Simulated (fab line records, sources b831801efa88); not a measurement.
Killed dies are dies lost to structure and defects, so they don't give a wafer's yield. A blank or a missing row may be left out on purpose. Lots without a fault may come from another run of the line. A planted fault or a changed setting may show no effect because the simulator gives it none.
Which tool did it? | flow gf180mcu | 24 lots, 72 wafers sampled, at 6 steps of a route of 602

WHAT THE GAUGES READ, wafer by wafer
GF_MVPSD_OVL_MEAS_07. Usual: MVPSD_OVL -0.6 nm, standard deviation 1.4.
lot  | measured     | on         | MVPSD_OVL (nm) | flag
L074 | day 5 00:22  | overlay-02 | -0.6 -1.3 0.2  |
L075 | day 5 06:38  | overlay-01 | -0.6 -0.4 0.1  |
L076 | day 5 11:19  | overlay-02 | -0.2 -1.5 -1.8 |
L077 | day 5 19:23  | overlay-02 | -2.1 -2.1 -1.0 |
L078 | day 6 00:47  | overlay-01 | -0.4 -1.1 -0.6 |
L079 | day 6 06:50  | overlay-01 | 1.1 0.2 0.7    |
L080 | day 6 11:18  | overlay-01 | 0.7 -0.1 0.3   |
L081 | day 6 19:14  | overlay-02 | -3.0 -0.7 -2.3 |
L082 | day 6 23:22  | overlay-01 | -2.5 -0.7 -1.1 |
L083 | day 7 06:44  | overlay-01 | 0.1 -0.6 0.2   |
L084 | day 7 12:38  | overlay-02 | -3.5 -2.3 -1.8 |
L085 | day 7 18:59  | overlay-02 | -0.6 -0.8 0.1  |
L086 | day 8 00:23  | overlay-02 | 0.3 0.0 -2.1   |
L087 | day 8 05:44  | overlay-02 | -2.3 -2.9 -2.4 |
L088 | day 8 13:32  | overlay-01 | 0.9 0.6 1.5    |
L089 | day 8 17:20  | overlay-01 | -0.7 -1.1 1.6  |
L090 | day 8 23:51  | overlay-01 | -0.7 -0.7 -1.9 |
L091 | day 9 05:47  | overlay-01 | 0.6 0.6 -1.1   |
L092 | day 9 10:43  | overlay-01 | -2.8 -3.5 -2.8 |
L093 | day 9 19:14  | overlay-01 | 2.3 1.5 2.2    |
L094 | day 10 02:19 | overlay-02 | 0.6 -0.1 0.2   |
L095 | day 10 06:46 | overlay-01 | -0.7 -0.5 -0.6 |
L096 | day 10 12:32 | overlay-02 | 3.5 1.5 1.2    |
L097 | day 10 23:50 | overlay-02 | -2.6 -1.2 0.0  |

GF_VT_IMPLANT_OVL_MEAS_07. Usual: VT_IMPLANT_OVL -0.3 nm, standard deviation 1.3.
lot  | measured     | on         | VT_IMPLANT_OVL (nm) | flag
L074 | day 5 15:08  | overlay-01 | -1.3 -0.1 -0.6      |
L075 | day 5 21:23  | overlay-02 | 0.3 -0.1 0.6        |
L076 | day 6 02:31  | overlay-02 | -0.1 1.0 -1.7       |
L077 | day 6 10:56  | overlay-01 | -2.1 0.7 -0.4       |
L078 | day 6 16:24  | overlay-02 | -0.3 0.6 -0.2       |
L079 | day 6 22:02  | overlay-01 | -1.2 -2.4 -1.8      |
L080 | day 7 02:23  | overlay-02 | -1.5 -0.8 -0.4      |
L081 | day 7 11:08  | overlay-01 | -1.2 -1.1 -1.6      |
L082 | day 7 15:17  | overlay-01 | 0.3 -1.7 0.6        |
L083 | day 7 22:59  | overlay-01 | -0.3 -2.4 -2.3      |
L084 | day 8 04:44  | overlay-02 | -2.0 -2.1 -1.5      |
L085 | day 8 11:14  | overlay-01 | -0.5 -0.9 -0.4      |
L086 | day 8 17:26  | overlay-02 | -0.9 -1.2 -1.4      |
L087 | day 8 22:56  | overlay-01 | 0.5 1.8 1.9         |
L088 | day 9 06:50  | overlay-01 | 0.7 1.6 1.8         |
L089 | day 9 09:59  | overlay-01 | -0.4 1.6 1.2        |
L090 | day 9 17:08  | overlay-02 | -2.3 -1.4 -1.7      |
L091 | day 9 23:11  | overlay-01 | 0.5 0.6 -0.4        |
L092 | day 10 03:53 | overlay-02 | -1.0 -0.6 -0.6      |
L093 | day 10 13:28 | overlay-02 | -0.3 -0.5 -0.9      |
L094 | day 10 20:32 | overlay-01 | 2.5 3.9 3.2         |
L095 | day 11 00:58 | overlay-01 | -1.7 -0.3 -0.5      |
L096 | day 11 07:05 | overlay-02 | -2.2 -1.6 -1.9      |
L097 | day 11 18:22 | overlay-01 | 0.4 0.6 1.3         |

GF_HV_LDD_CD_MEAS_46: target cd 400 nm. Usual: cd_nm 400.3 nm, standard deviation 2.4.
lot  | measured     | on        | cd_nm (nm)        | flag
L074 | day 12 08:30 | cd_sem-02 | 403.2 403.2 403.9 |
L075 | day 12 16:06 | cd_sem-01 | 402.8 403.3 402.7 |
L076 | day 13 01:08 | cd_sem-01 | 397.9 399.1 397.4 |
L077 | day 13 10:01 | cd_sem-02 | 399.2 401.3 400.9 |
L078 | day 13 18:40 | cd_sem-01 | 399.7 399.5 398.8 |
L079 | day 14 02:23 | cd_sem-02 | 399.3 401.5 399.7 |
L080 | day 14 06:07 | cd_sem-01 | 400.2 401.4 401.9 |
L081 | day 14 21:11 | cd_sem-02 | 400.5 400.8 399.1 |
L082 | day 14 21:18 | cd_sem-02 | 403.3 404.9 401.3 |
L083 | day 15 10:16 | cd_sem-02 | 395.9 398.2 396.6 |
L084 | day 15 18:04 | cd_sem-02 | 399.6 401.9 401.6 |
L085 | day 16 05:20 | cd_sem-01 | 400.2 398.3 401.2 |
L086 | day 16 09:25 | cd_sem-02 | 400.5 399.4 401.4 |
L087 | day 16 16:25 | cd_sem-01 | 401.1 400.2 402.3 |
L088 | day 17 04:08 | cd_sem-02 | 402.7 402.4 405.1 |
L089 | day 17 08:51 | cd_sem-02 | 401.0 401.1 400.6 |
L090 | day 17 15:16 | cd_sem-01 | 399.6 401.8 401.2 |
L091 | day 18 00:03 | cd_sem-01 | 398.6 399.1 399.2 |
L092 | day 18 06:37 | cd_sem-01 | 401.0 400.6 402.7 |
L093 | day 18 17:55 | cd_sem-01 | 398.5 398.8 398.3 |
L094 | day 19 03:55 | cd_sem-02 | 400.0 399.4 399.9 |
L095 | day 19 11:59 | cd_sem-01 | 396.4 397.9 397.4 |
L096 | day 19 15:34 | cd_sem-02 | 396.5 395.8 397.6 |
L097 | day 20 08:31 | cd_sem-01 | 402.9 405.4 403.7 |

GF_SALICIDE_RS_MEAS_04: measures by four-point-probe. Usual: SALICIDE_TIN_RS 16.4 ohm/sq, standard deviation 0.37.
lot  | measured     | on            | SALICIDE_TIN_RS (ohm/sq) | flag
L074 | day 15 01:13 | film_metro-03 | 16.0 16.2 16.1           |
L075 | day 15 09:51 | film_metro-03 | 16.8 16.4 16.6           |
L076 | day 15 20:46 | film_metro-01 | 16.8 16.1 16.8           |
L077 | day 16 06:19 | film_metro-02 | 16.4 16.6 16.0           |
L078 | day 16 15:37 | film_metro-02 | 16.6 16.3 16.7           |
L079 | day 17 00:08 | film_metro-03 | 16.9 16.9 17.0           |
L080 | day 17 04:50 | film_metro-01 | 15.9 15.9 16.5           |
L081 | day 17 20:47 | film_metro-01 | 15.8 16.0 15.5           |
L082 | day 17 21:20 | film_metro-03 | 16.2 16.7 16.6           |
L083 | day 18 12:02 | film_metro-01 | 15.8 16.0 16.5           |
L084 | day 18 18:53 | film_metro-01 | 16.2 16.4 16.3           |
L085 | day 19 09:50 | film_metro-02 | 16.2 16.0 16.2           |
L086 | day 19 14:09 | film_metro-02 | 16.0 16.5 16.2           |
L087 | day 19 20:07 | film_metro-02 | 16.8 16.6 16.8           |
L088 | day 20 08:02 | film_metro-01 | 16.7 16.3 16.3           |
L089 | day 20 14:36 | film_metro-03 | 16.2 16.1 16.5           |
L090 | day 20 19:58 | film_metro-02 | 15.6 15.7 15.8           |
L091 | day 21 05:52 | film_metro-01 | 16.4 16.2 16.6           |
L092 | day 21 13:28 | film_metro-03 | 16.5 16.4 16.5           |
L093 | day 21 22:40 | film_metro-02 | 16.2 16.8 16.7           |
L094 | day 22 09:20 | film_metro-01 | 16.4 15.8 16.4           |
L095 | day 22 16:26 | film_metro-02 | 15.8 16.5 16.1           |
L096 | day 22 21:19 | film_metro-02 | 16.7 17.0 16.8           |
L097 | day 23 12:47 | film_metro-02 | 16.6 16.4 16.6           |

GF_CONTACT_THK_MEAS_01. Usual: CONTACT_CVD_00_THK 300 nm, standard deviation 3.6.
lot  | measured     | on            | CONTACT_CVD_00_THK (nm) | flag
L074 | day 15 01:44 | film_metro-04 | 298 300 296             |
L075 | day 15 10:22 | film_metro-02 | 303 301 300             |
L076 | day 15 21:17 | film_metro-04 | 303 299 303             |
L077 | day 16 06:55 | film_metro-04 | 308 302 300             |
L078 | day 16 16:07 | film_metro-02 | 296 298 301             |
L079 | day 17 00:40 | film_metro-02 | 297 301 302             |
L080 | day 17 05:20 | film_metro-04 | 302 306 302             |
L081 | day 17 21:19 | film_metro-04 | 296 297 301             |
L082 | day 17 21:51 | film_metro-02 | 295 296 296             |
L083 | day 18 12:32 | film_metro-01 | 299 301 303             |
L084 | day 18 19:25 | film_metro-01 | 301 301 303             |
L085 | day 19 10:21 | film_metro-04 | 297 308 299             |
L086 | day 19 14:40 | film_metro-04 | 297 299 295             |
L087 | day 19 20:37 | film_metro-01 | 301 302 301             |
L088 | day 20 08:32 | film_metro-02 | 301 295 295             |
L089 | day 20 15:06 | film_metro-04 | 303 304 300             |
L090 | day 20 20:28 | film_metro-04 | 299 300 299             |
L091 | day 21 06:22 | film_metro-01 | 303 306 301             |
L092 | day 21 14:04 | film_metro-01 | 300 300 300             |
L093 | day 21 23:11 | film_metro-04 | 295 299 295             |
L094 | day 22 09:57 | film_metro-02 | 306 301 299             |
L095 | day 22 16:57 | film_metro-01 | 297 303 297             |
L096 | day 22 21:49 | film_metro-01 | 301 299 306             |
L097 | day 23 13:18 | film_metro-01 | 296 298 300             |

GF_V1_THK_MEAS_03. Usual: V1_CVD_02_THK 849 nm, standard deviation 13.
lot  | measured     | on            | V1_CVD_02_THK (nm) | flag
L074 | day 17 01:19 | film_metro-04 | 822 851 848        |
L075 | day 17 09:48 | film_metro-03 | 838 835 856        |
L076 | day 17 21:36 | film_metro-03 | 843 847 854        |
L077 | day 18 08:19 | film_metro-02 | 833 856 851        |
L078 | day 18 17:53 | film_metro-03 | 845 850 850        |
L079 | day 19 03:26 | film_metro-04 | 846 845 865        |
L080 | day 19 07:48 | film_metro-03 | 850 868 860        |
L081 | day 20 01:23 | film_metro-03 | 851 851 848        |
L082 | day 20 01:59 | film_metro-02 | 866 852 875        |
L083 | day 20 17:23 | film_metro-04 | 842 861 858        |
L084 | day 20 23:56 | film_metro-03 | 843 840 861        |
L085 | day 21 14:11 | film_metro-03 | 828 837 838        |
L086 | day 21 17:47 | film_metro-04 | 858 849 878        |
L087 | day 21 23:33 | film_metro-03 | 831 850 852        |
L088 | day 22 11:05 | film_metro-03 | 857 860 863        |
L089 | day 22 16:14 | film_metro-02 | 845 857 845        |
L090 | day 22 22:00 | film_metro-02 | 852 840 842        |
L091 | day 23 08:28 | film_metro-04 | 851 871 872        |
L092 | day 23 15:58 | film_metro-04 | 831 823 853        |
L093 | day 24 00:55 | film_metro-03 | 828 835 832        |
L094 | day 24 10:25 | film_metro-03 | 842 849 859        |
L095 | day 24 16:31 | film_metro-03 | 858 849 846        |
L096 | day 24 20:16 | film_metro-03 | 866 864 879        |
L097 | day 25 11:33 | film_metro-03 | 857 865 859        |

WHICH TOOL RAN EACH LOT (tool, then ch and the chambers of the sampled wafers, then the start)
The record holds no process step before these readings.

WHAT THE TOOLS THEMSELVES READ (means of the sampled wafers that have a number; where no wafer has one, the mark that the record gives instead)
The record holds no such reading with a usual standard deviation.

THE ANSWER, worked out from the rows above alone
Rule: a lot is off if the mean of its wafers that have a number lies more than 3 standard deviations from the usual mean. A lot without any number at a reading at which 4 lots or more have one is off too. The other lots that the step has rows for count as sound. The gauges are gone through in route order, then the tools' own readings, and for those a lot's mean is taken as printed above. The first step at which some lot is off is used, and at that step the reading that is off furthest; a lot without a number counts as furthest.
No lot is off at any reading shown: from this, nothing can be told.

WHAT THE SIMULATOR HAD PUT IN
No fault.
